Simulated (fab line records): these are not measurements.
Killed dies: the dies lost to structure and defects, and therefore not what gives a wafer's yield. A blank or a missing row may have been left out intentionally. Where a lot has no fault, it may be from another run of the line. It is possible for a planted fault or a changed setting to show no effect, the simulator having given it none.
Which of the tools did it? + flow gf180mcu + 13 lots with 39 wafers sampled at 4 steps, on a route of 602 steps

== WHAT EACH GAUGE READ, for each wafer ==
GF_M1_RS_MEAS_05: a four-point-probe measurement. Usual: for M1_ALCU_RS the level is 0.0699 ohm/sq and the standard deviation is 0.00077.
| lot  | measured     | on           | M1_ALCU_RS (ohm/sq)  | flag |
|------|--------------|--------------|----------------------|------|
| L559 | day 16 21:43 | filmMetro-04 | 0.0689 0.0683 0.0684 |      |
| L560 | day 17 01:53 | filmMetro-04 | 0.0706 0.0700 0.0705 |      |
| L562 | day 18 00:19 | filmMetro-03 | 0.0697 0.0705 0.0703 |      |
| L561 | day 18 01:29 | filmMetro-03 | 0.0702 0.0707 0.0711 |      |
| L564 | day 18 21:46 | filmMetro-04 | 0.0701 0.0714 0.0706 |      |
| L565 | day 19 01:26 | filmMetro-03 | 0.0714 0.0712 0.0704 |      |
| L566 | day 19 21:59 | filmMetro-03 | 0.0698 0.0691 0.0696 |      |
| L567 | day 19 22:23 | filmMetro-04 | 0.0703 0.0694 0.0686 |      |
| L569 | day 20 14:44 | filmMetro-03 | 0.0701 0.0701 0.0707 |      |
| L570 | day 21 02:09 | filmMetro-03 | 0.0692 0.0706 0.0696 |      |
| L571 | day 21 14:23 | filmMetro-03 | 0.0695 0.0696 0.0700 |      |

== TOOL THAT RAN EACH LOT (tool first, then ch and the chambers of the sampled wafers, then the start) ==
| lot  | GF_CONTACT_ETCH_16                | GF_CONTACT_STRIP_18                 | GF_CONTACT_CMP_27             |
|------|-----------------------------------|-------------------------------------|-------------------------------|
| L559 | rieDiel-01 ch 2,3, day 16 20:22   | plasmaAsher-04 ch 1, day 16 20:31   | cmp-01 ch 0,2,3, day 16 21:12 |
| L560 | rieDiel-04 ch 0,1,2, day 17 00:28 | plasmaAsher-02 ch 0,1, day 17 00:40 | cmp-01 ch 0,1,3, day 17 01:25 |
| L562 | rieDiel-04 ch 1,3, day 17 22:53   | plasmaAsher-04 ch 0,1, day 17 23:05 | cmp-01 ch 0,1,3, day 17 23:44 |
| L561 | rieDiel-02 ch 0,2,3, day 18 00:04 | plasmaAsher-02 ch 0,1, day 18 00:16 | cmp-02 ch 0,1,3, day 18 01:03 |
| L564 | rieDiel-01 ch 1,2, day 18 20:22   | plasmaAsher-01 ch 0,1, day 18 20:31 | cmp-02 ch 2,3, day 18 21:15   |
| L565 | rieDiel-04 ch 1,2,3, day 19 00:01 | plasmaAsher-02 ch 0,1, day 19 00:13 | cmp-02 ch 0,3, day 19 00:52   |
| L566 | rieDiel-01 ch 1,2,3, day 19 20:32 | plasmaAsher-04 ch 0,1, day 19 20:42 | cmp-01 ch 0,1, day 19 21:31   |
| L567 | rieDiel-02 ch 0,1,3, day 19 20:53 | plasmaAsher-02 ch 0,1, day 19 21:05 | cmp-02 ch 0,1,3, day 19 21:56 |
| L569 | rieDiel-04 ch 0,2,3, day 20 13:17 | plasmaAsher-02 ch 0,1, day 20 13:28 | cmp-02 ch 0,2,3, day 20 14:14 |
| L570 | rieDiel-04 ch 0,1,2, day 21 00:40 | plasmaAsher-04 ch 0,1, day 21 00:50 | cmp-02 ch 0,2,3, day 21 01:37 |
| L571 | rieDiel-04 ch 0,1, day 21 13:01   | plasmaAsher-04 ch 0,1, day 21 13:11 | cmp-02 ch 0,2, day 21 13:52   |
| L574 | rieDiel-02 ch 0,1,3, day 22 09:11 | plasmaAsher-02 ch 0,1, day 22 09:21 | cmp-01 ch 1,2,3, day 22 10:02 |
| L575 | rieDiel-04 ch 0,1, day 22 14:10   | plasmaAsher-02 ch 0,1, day 22 14:19 | cmp-01 ch 1,2, day 22 15:01   |
- GF_CONTACT_ETCH_16: etches BARC in N2/H2.
- GF_CONTACT_STRIP_18: strips in O2/N2.
- GF_CONTACT_CMP_27: polishes, stops on SiO2, t overpolish 15 s, target thk 0 nm.

== WHAT THE TOOLS THEMSELVES READ (means of the sampled wafers that have a number; where no wafer has one, the mark that the record gives instead) ==
GF_CONTACT_ETCH_16. Usual: drypumpMotorCurrentA 6.0 A, standard deviation 0.32; oesProductAu 0.854 a.u., standard deviation 0.0047; throttleValvePct 13.224 %, standard deviation 0.0098.
| lot  | tool       | drypumpMotorCurrentA (A) | oesProductAu (a.u.) | throttleValvePct (%) | flag |
|------|------------|--------------------------|---------------------|----------------------|------|
| L559 | rieDiel-01 | 5.8                      | 0.854               | 13.217               |      |
| L560 | rieDiel-04 | 6.1                      | 0.851               | 13.229               |      |
| L562 | rieDiel-04 | 6.3                      | 0.855               | 13.218               |      |
| L561 | rieDiel-02 | 6.0                      | 0.854               | 13.230               |      |
| L564 | rieDiel-01 | 5.5                      | 0.851               | 13.228               |      |
| L565 | rieDiel-04 | 6.3                      | 0.851               | 13.223               |      |
| L566 | rieDiel-01 | 5.8                      | 0.851               | 13.225               |      |
| L567 | rieDiel-02 | 5.9                      | 0.859               | 13.226               |      |
| L569 | rieDiel-04 | 6.4                      | 0.853               | 13.220               |      |
| L570 | rieDiel-04 | 6.1                      | 0.855               | 13.234               |      |
| L571 | rieDiel-04 | 6.0                      | 0.852               | 13.221               |      |
| L574 | rieDiel-02 | 5.9                      | 0.859               | 13.239               |      |
| L575 | rieDiel-04 | 5.9                      | 0.855               | 13.228               |      |

GF_CONTACT_STRIP_18. Usual: drypumpMotorCurrentA 6.1 A, standard deviation 0.54; heaterPowerW 334 W, standard deviation 34; oesProductAu 0.581 a.u., standard deviation 0.0049; platenTempC 249.98 C, standard deviation 0.2.
| lot  | tool           | drypumpMotorCurrentA (A) | heaterPowerW (W) | oesProductAu (a.u.) | platenTempC (C) | flag |
|------|----------------|--------------------------|------------------|---------------------|-----------------|------|
| L559 | plasmaAsher-04 | 5.6                      | 348              | 0.582               | 250.14          |      |
| L560 | plasmaAsher-02 | 6.6                      | 354              | 0.578               | 249.87          |      |
| L562 | plasmaAsher-04 | 5.5                      | 319              | 0.584               | 250.26          |      |
| L561 | plasmaAsher-02 | 6.7                      | 356              | 0.581               | 250.11          |      |
| L564 | plasmaAsher-01 | 5.8                      | 310              | 0.583               | 250.05          |      |
| L565 | plasmaAsher-02 | 6.7                      | 359              | 0.586               | 250.14          |      |
| L566 | plasmaAsher-04 | 5.4                      | 294              | 0.578               | 250.19          |      |
| L567 | plasmaAsher-02 | 6.6                      | 358              | 0.574               | 249.77          |      |
| L569 | plasmaAsher-02 | 6.6                      | 355              | 0.578               | 249.98          |      |
| L570 | plasmaAsher-04 | 5.5                      | 293              | 0.586               | 249.89          |      |
| L571 | plasmaAsher-04 | 5.5                      | 296              | 0.581               | 249.94          |      |
| L574 | plasmaAsher-02 | 6.7                      | 354              | 0.583               | 249.84          |      |
| L575 | plasmaAsher-02 | 6.7                      | 359              | 0.580               | 249.94          |      |

GF_CONTACT_CMP_27. Usual: edgeZonePressureFrac 0.999, standard deviation 0.0053; headPressurePsi 3.500 psi, standard deviation 0.0081; motorCurrentA 11.3 A, standard deviation 0.9; overpolishRunS 14.998 s, standard deviation 0.0092; timeToEndpointS 73 s, standard deviation 3.3.
| lot  | tool   | edgeZonePressureFrac | headPressurePsi (psi) | motorCurrentA (A) | overpolishRunS (s) | timeToEndpointS (s) | flag |
|------|--------|----------------------|-----------------------|-------------------|--------------------|---------------------|------|
| L559 | cmp-01 | 1.002                | 3.506                 | 10.2              | 15.001             | 75                  |      |
| L560 | cmp-01 | 0.998                | 3.500                 | 10.8              | 14.997             | 75                  |      |
| L562 | cmp-01 | 0.999                | 3.495                 | 11.0              | 14.998             | 72                  |      |
| L561 | cmp-02 | 1.006                | 3.498                 | 11.7              | 14.992             | 75                  |      |
| L564 | cmp-02 | 1.006                | 3.502                 | 11.5              | 14.998             | 70                  |      |
| L565 | cmp-02 | 0.997                | 3.498                 | 11.8              | 15.003             | 70                  |      |
| L566 | cmp-01 | 0.998                | 3.493                 | 11.1              | 15.003             | 74                  |      |
| L567 | cmp-02 | 0.995                | 3.502                 | 11.6              | 14.995             | 72                  |      |
| L569 | cmp-02 | 0.996                | 3.495                 | 11.7              | 14.997             | 75                  |      |
| L570 | cmp-02 | 1.002                | 3.504                 | 11.5              | 15.000             | 74                  |      |
| L571 | cmp-02 | 0.998                | 3.499                 | 11.6              | 14.998             | 70                  |      |
| L574 | cmp-01 | -                    | -                     | -                 | -                  | -                   | OFF  |
| L575 | cmp-01 | -                    | -                     | -                 | -                  | -                   | OFF  |

== THE ANSWER, worked out from the rows above alone ==
Rule: a lot is off if the mean of its wafers that have a number lies more than 3 standard deviations from the usual mean. Also off: a lot with no number at a reading for which 4 or more lots have one. Any other lot the step has rows for is counted as sound. The gauges are gone through in route order, then the tools' own readings, and for those a lot's mean is taken as printed above. At the first step where some lot is off, the reading lying furthest off is the one used; lots without a number count as furthest.
Off at GF_CONTACT_CMP_27 (edgeZonePressureFrac): L574, L575. Without a number there: L574, L575.
A tool fits if, at that step or a process step before it, it ran every lot that is off, and no sound lot after the first of them. Undecided on this evidence; 2 tools fit (plasmaAsher-02 at GF_CONTACT_STRIP_18, cmp-01 at GF_CONTACT_CMP_27).

== WHAT THE SIMULATOR HAD PUT IN ==
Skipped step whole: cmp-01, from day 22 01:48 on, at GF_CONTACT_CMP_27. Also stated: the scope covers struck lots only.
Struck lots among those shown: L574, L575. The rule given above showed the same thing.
